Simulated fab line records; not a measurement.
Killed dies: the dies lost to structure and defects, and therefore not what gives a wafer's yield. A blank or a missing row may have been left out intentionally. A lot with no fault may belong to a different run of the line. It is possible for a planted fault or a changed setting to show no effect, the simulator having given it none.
What tool caused it? + flow gf180mcu + 13 lots, 39 wafers sampled, at 5 steps of a route of 602

WHAT THE GAUGES SHOWED, per wafer
GF_STI_BOW_MEAS_00. Usual: INCOMING_BOW typically reads 1 um, with standard deviation 6.7.
| lot  | measured    | on            | INCOMING_BOW (um) | flag |
|------|-------------|---------------|-------------------|------|
| L686 | day 1 10:00 | film metro-04 | 5 8 4             |      |
| L688 | day 1 20:02 | film metro-04 | 10 6 -3           |      |
| L690 | day 2 06:01 | film metro-03 | 6 -9 -6           |      |
| L692 | day 2 16:00 | film metro-03 | 6 6 5             |      |
| L693 | day 2 21:00 | film metro-04 | -6 0 2            |      |
| L694 | day 3 02:00 | film metro-02 | 4 5 7             |      |
| L698 | day 3 22:00 | film metro-02 | 3 6 -17           |      |
| L700 | day 4 08:01 | film metro-02 | -3 -1 -9          |      |
| L701 | day 4 13:04 | film metro-04 | -8 -11 -9         |      |
| L702 | day 4 18:01 | film metro-04 | -2 -10 7          |      |
| L703 | day 4 23:00 | film metro-02 | 12 4 1            |      |
| L705 | day 5 09:01 | film metro-02 | -3 -1 1           |      |
| L706 | day 5 14:01 | film metro-04 | 3 -7 -4           |      |

GF_VT_IMPLANT_RS_MEAS_49: measures by four-point-probe. Usual: MVPSD_RS typically reads 1169.9 ohm/sq, with standard deviation 2.9.
| lot  | measured     | on            | MVPSD_RS (ohm/sq)    | flag |
|------|--------------|---------------|----------------------|------|
| L686 | day 7 11:43  | film metro-04 | 1165.4 1164.9 1166.8 |      |
| L688 | day 8 01:54  | film metro-04 | 1169.2 1165.9 1169.4 |      |
| L690 | day 8 16:19  | film metro-02 | 1169.2 1165.4 1166.0 |      |
| L692 | day 9 06:03  | film metro-04 | 1170.3 1167.9 1166.5 |      |
| L693 | day 9 13:24  | film metro-04 | 1170.8 1167.2 1165.5 |      |
| L694 | day 9 18:07  | film metro-02 | 1169.6 1173.4 1168.5 |      |
| L698 | day 11 00:12 | film metro-04 | 1208.4 1209.7 1206.9 | OFF  |
| L700 | day 11 15:01 | film metro-01 | 1205.2 1202.8 1203.8 | OFF  |
| L701 | day 11 22:34 | film metro-02 | 1207.5 1209.5 1208.5 | OFF  |
| L702 | day 12 05:01 | film metro-01 | 1170.7 1174.5 1170.5 |      |
| L703 | day 12 09:06 | film metro-02 | 1171.5 1169.9 1168.6 |      |
| L705 | day 13 01:46 | film metro-02 | 1175.1 1173.1 1176.0 |      |
| L706 | day 13 08:04 | film metro-04 | 1169.2 1170.4 1168.9 |      |

GF_V3_THK_MEAS_25: measures by xrf. Usual: V3_W_THK typically reads 344 nm, with standard deviation 4.8.
| lot  | measured     | on            | V3_W_THK (nm) | flag |
|------|--------------|---------------|---------------|------|
| L686 | day 22 15:14 | film metro-04 | 348 352 349   |      |
| L688 | day 23 06:08 | film metro-03 | 349 348 347   |      |
| L690 | day 24 02:04 | film metro-04 | 344 343 343   |      |
| L692 | day 24 18:32 | film metro-03 | 336 336 338   |      |
| L693 | day 25 05:11 | film metro-04 | 354 344 349   |      |
| L694 | day 25 11:38 | film metro-02 | 342 349 339   |      |
| L698 | day 26 22:06 | film metro-03 | 341 345 341   |      |
| L700 | day 27 14:34 | film metro-04 | 352 350 350   |      |
| L701 | day 27 17:08 | film metro-03 | 341 342 347   |      |
| L702 | day 28 00:44 | film metro-03 | 347 351 345   |      |
| L703 | day 28 12:16 | film metro-02 | 344 346 340   |      |
| L705 | day 28 19:05 | film metro-03 | 340 344 345   |      |
| L706 | day 29 06:05 | film metro-03 | 338 341 342   |      |

WHAT TOOL EACH LOT RAN ON (gives the tool, then ch and the chambers of the sampled wafers, and finally the start)
| lot  | GF_MVPSD_IMPLANT_09             | GF_V2_SPUTTER_22             |
|------|---------------------------------|------------------------------|
| L686 | implanter-02 ch 0, day 4 23:14  | pvd sputter-04, day 20 10:01 |
| L688 | implanter-04 ch 0, day 5 12:41  | pvd sputter-01, day 21 02:49 |
| L690 | implanter-04 ch 0, day 6 00:52  | pvd sputter-04, day 22 00:07 |
| L692 | implanter-02 ch 0, day 6 11:53  | pvd sputter-01, day 22 17:28 |
| L693 | implanter-02 ch 0, day 6 18:17  | pvd sputter-01, day 23 05:27 |
| L694 | implanter-02 ch 0, day 6 22:59  | pvd sputter-01, day 23 11:19 |
| L698 | implanter-02 ch 0, day 8 00:50  | pvd sputter-04, day 25 00:08 |
| L700 | implanter-02 ch 0, day 8 14:27  | pvd sputter-02, day 25 16:58 |
| L701 | implanter-02 ch 0, day 8 20:37  | pvd sputter-04, day 25 20:40 |
| L702 | implanter-03 ch 0, day 9 01:40  | pvd sputter-02, day 26 04:34 |
| L703 | implanter-03 ch 0, day 9 05:26  | pvd sputter-01, day 26 12:59 |
| L705 | implanter-03 ch 0, day 9 20:34  | pvd sputter-04, day 27 02:52 |
| L706 | implanter-04 ch 0, day 10 00:52 | pvd sputter-04, day 27 08:25 |
- GF_MVPSD_IMPLANT_09
- GF_V2_SPUTTER_22: material TiN, target thk 10 nm, time 40 s.

WHAT THE TOOLS THEMSELVES READ (means of the sampled wafers that have a number; where no wafer has one, the mark that the record gives instead)
GF_MVPSD_IMPLANT_09. Usual: beam on s 9.97 s, standard deviation 0.21; faraday current uA 28.3, standard deviation 0.58; tilt deg 0.002 degrees, standard deviation 0.021.
| lot  | tool         | beam on s (s) | faraday current uA | tilt deg (degrees) | flag |
|------|--------------|---------------|--------------------|--------------------|------|
| L686 | implanter-02 | 9.98          | 28.2               | 0.017              |      |
| L688 | implanter-04 | 9.87          | 28.5               | 0.017              |      |
| L690 | implanter-04 | 9.96          | 28.4               | -0.021             |      |
| L692 | implanter-02 | 9.99          | 28.2               | 0.009              |      |
| L693 | implanter-02 | 9.96          | 28.3               | -0.002             |      |
| L694 | implanter-02 | 9.77          | 28.8               | 0.006              |      |
| L698 | implanter-02 | 8.13          | 34.7               | 0.020              | OFF  |
| L700 | implanter-02 | 8.24          | 34.3               | -0.006             | OFF  |
| L701 | implanter-02 | 8.22          | 34.2               | -0.028             | OFF  |
| L702 | implanter-03 | 9.74          | 28.9               | 0.002              |      |
| L703 | implanter-03 | 10.03         | 28.1               | -0.015             |      |
| L705 | implanter-03 | 10.18         | 27.8               | -0.016             |      |
| L706 | implanter-04 | 9.82          | 28.7               | 0.010              |      |

GF_V2_SPUTTER_22. Usual: chamber pressure pa 5.000 Pa, standard deviation 0.0095; throttle valve pct 29.8 %, standard deviation 0.86.
| lot  | tool           | chamber pressure pa (Pa) | throttle valve pct (%) | flag |
|------|----------------|--------------------------|------------------------|------|
| L686 | pvd sputter-04 | 5.003                    | 29.9                   |      |
| L688 | pvd sputter-01 | 5.002                    | 30.5                   |      |
| L690 | pvd sputter-04 | 4.992                    | 30.0                   |      |
| L692 | pvd sputter-01 | 4.992                    | 29.8                   |      |
| L693 | pvd sputter-01 | 4.997                    | 29.0                   |      |
| L694 | pvd sputter-01 | 5.009                    | 29.7                   |      |
| L698 | pvd sputter-04 | 5.009                    | 29.5                   |      |
| L700 | pvd sputter-02 | 4.998                    | 30.2                   |      |
| L701 | pvd sputter-04 | 4.999                    | 29.6                   |      |
| L702 | pvd sputter-02 | 5.006                    | 30.3                   |      |
| L703 | pvd sputter-01 | 5.006                    | 29.9                   |      |
| L705 | pvd sputter-04 | 5.002                    | 29.7                   |      |
| L706 | pvd sputter-04 | 5.003                    | 29.7                   |      |

THE ANSWER, worked out from the rows above alone
Rule: lot off if the mean of its wafers having a number is beyond 3 standard deviations from the usual mean. Also off: a lot with no number at a reading for which 4 or more lots have one. Any other lot the step has rows for is counted as sound. First the gauges in route order, then the tools' own readings, where a lot's mean is used as printed above. The first step at which some lot is off is used, and at that step the reading that is off furthest; a lot without a number counts as furthest.
Off: L698, L700, L701, seen at GF_VT_IMPLANT_RS_MEAS_49 (MVPSD_RS).
If a tool, at a process step before that reading, ran all the lots that are off and no sound lot after the first of them, it fits. Not tried: the gauges at GF_VT_IMPLANT_RS_MEAS_49; whatever is off there is also off at GF_MVPSD_IMPLANT_09, on other tools, and gauge error can't account for it. One candidate fits, namely implanter-02 at GF_MVPSD_IMPLANT_09. A fault onset in the window from L694 (day 6 22:59, its last sound lot) to L698 (day 8 00:50, its first lot off) fits.
The tool's own readings at GF_MVPSD_IMPLANT_09 bear it out: on the lots that are off they differ by more than 5 times the standard deviation of the sound lots' means. beam on s reads 8.20 s there against 9.93 s on the sound lots; faraday current uA reads 34.4 there against 28.4 on the sound lots.

WHAT THE SIMULATOR PUT IN
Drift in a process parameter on implanter-02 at GF_MVPSD_IMPLANT_09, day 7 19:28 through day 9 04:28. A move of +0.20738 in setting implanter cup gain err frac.
Struck lots among those shown: L698, L700, L701. Same finding as the rule above.
